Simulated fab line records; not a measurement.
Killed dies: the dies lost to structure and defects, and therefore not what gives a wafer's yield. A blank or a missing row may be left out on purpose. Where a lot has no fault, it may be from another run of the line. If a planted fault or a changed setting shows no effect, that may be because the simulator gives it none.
Comparing a struck lot with a sound one | flow gf180mcu | 35 steps out of a route of 602
Sound: wafers L917.3, L917.4, L917.6. Struck: wafers L932.1, L932.3, L932.4. The cause comes at the end.
Order at every step that has rows: each side's tool, ch and its chambers, its first start. Under that, the readings that differ: sound wafers | struck wafers | difference of the means | sigmas: that difference in standard deviations of wafers without a fault.
alike: readings with means less than 2 such deviations apart, plus words and numbers identical on both sides. not compared: withheld readings, readings lacking a value on some wafer, bounds such as >300 that could conceal the same value, and numbers that have no deviation in the record and whose values overlap.
Wherever a step has rows on one side only, a row that says differs or no value, or a row with sigmas, the two part there. Numbers that don't overlap but have no deviation are shown without sigmas and don't part them. Lack of a reading on every wafer of one side parts them only where that side has two or more wafers.

first, 8 steps without rows for these wafers: GF_DNWELL_DEHYDRATE_00 (time 60 s); GF_DNWELL_HMDS_01 (prime time 60 s); GF_DNWELL_COAT_02 (resist thk 3000 nm); GF_DNWELL_SOFTBAKE_03; GF_DNWELL_EXPOSE_04 (exposes mask DNWELL, target cd 1700 nm); GF_DNWELL_PEB_05; GF_DNWELL_DEVELOP_06 (develop time 60 s); GF_DNWELL_IMPLANT_07.
GF_DNWELL_STRIP_08: strips in O2/N2.
  sound on plasma-asher-02 ch 0,1, day 3 00:22; struck on plasma-asher-02 ch 0,1, day 6 07:01
  alike: drypump-motor-current-A, heater-power-w, oes-product-au, strip-time-to-endpoint-s
  not compared: rf-hours-counter-h
GF_DNWELL_TW_MEAS_09:
  sound: film-metro-02 at day 3 00:26; struck: film-metro-04 at day 6 07:07
  alike: DNWELL_TW
then, 2 steps without rows for these wafers: GF_NWELL_DEHYDRATE_00 (time 60 s); GF_NWELL_HMDS_01 (prime time 60 s).
GF_NWELL_COAT_02: resist thk 3021 nm.
  struck on litho-track-02, day 6 14:37; sound on litho-track-03 ch 0, day 3 06:14
  no value came back on the struck wafers for chill-plate-temp-C (C), dispense-pressure-kPa (kPa); on the sound wafers chill-plate-temp-C (C) reads 23.29 23.02 22.97
then, 4 steps without rows for these wafers: GF_NWELL_SOFTBAKE_03; GF_NWELL_EXPOSE_04 (exposes mask Nwell, target cd 860 nm); GF_NWELL_PEB_05; GF_NWELL_DEVELOP_06 (develop time 60 s).
GF_NWELL_OVL_MEAS_07:
  sound: overlay-01 at day 3 12:32; struck: overlay-02 at day 6 22:43
  reading        | sound          | struck | difference                    | sigmas
  NWELL_OVL (nm) | -0.5 -1.2 -1.2 | - - -  | no value on the struck wafers |
then, 2 steps without rows for these wafers: GF_NWELL_IMPLANT_08; GF_NWELL_IMPLANT_09.
GF_NWELL_STRIP_10: strips in O2/N2.
  sound on plasma-asher-03 ch 0,1, day 3 12:53; struck on plasma-asher-02 ch 0,1, day 6 23:03
  no value came back on the struck wafers for oes-product-au (a.u.), strip-time-to-endpoint-s (s); on the sound wafers oes-product-au (a.u.) reads 0.719 0.716 0.721
  alike: drypump-motor-current-A, heater-power-w
  not compared: rf-hours-counter-h
GF_NWELL_TW_MEAS_11:
  sound: film-metro-01 at day 3 12:58; struck: film-metro-01 at day 6 23:09
  alike: NWELL_TW
then, 7 steps without rows for these wafers: GF_LVPWELL_DEHYDRATE_00 (time 60 s); GF_LVPWELL_HMDS_01 (prime time 60 s); GF_LVPWELL_COAT_02 (resist thk 3000 nm); GF_LVPWELL_SOFTBAKE_03; GF_LVPWELL_EXPOSE_04 (exposes mask LVPWELL, target cd 600 nm); GF_LVPWELL_PEB_05; GF_LVPWELL_DEVELOP_06 (develop time 60 s).
GF_LVPWELL_OVL_MEAS_07:
  sound: overlay-02 at day 4 01:05; struck: overlay-02 at day 7 15:11
  alike: LVPWELL_OVL
then, 2 steps without rows for these wafers: GF_LVPWELL_IMPLANT_08; GF_LVPWELL_IMPLANT_09.
GF_LVPWELL_STRIP_10: strips in O2/N2.
  sound on plasma-asher-03 ch 0,1, day 4 01:26; struck on plasma-asher-03 ch 0,1, day 7 15:31
  alike: drypump-motor-current-A, heater-power-w, oes-product-au, strip-time-to-endpoint-s
  not compared: rf-hours-counter-h
GF_LVPWELL_TW_MEAS_11:
  sound: film-metro-04 at day 4 01:31; struck: film-metro-01 at day 7 15:51
  reading    | sound       | struck         | difference | sigmas
  LVPWELL_TW | 559 558 560 | 1617 1611 1609 | +1053      | +99 or more
  not compared: hold
GF_PASSIVATION_PROBE_99:
  sound wafers here have rows in the record (prober-02, day 29 14:04); struck ones have none

== WHERE THEY PART ==
First at GF_NWELL_COAT_02; last, within this record, at GF_PASSIVATION_PROBE_99.

WHY: what the simulator had put in
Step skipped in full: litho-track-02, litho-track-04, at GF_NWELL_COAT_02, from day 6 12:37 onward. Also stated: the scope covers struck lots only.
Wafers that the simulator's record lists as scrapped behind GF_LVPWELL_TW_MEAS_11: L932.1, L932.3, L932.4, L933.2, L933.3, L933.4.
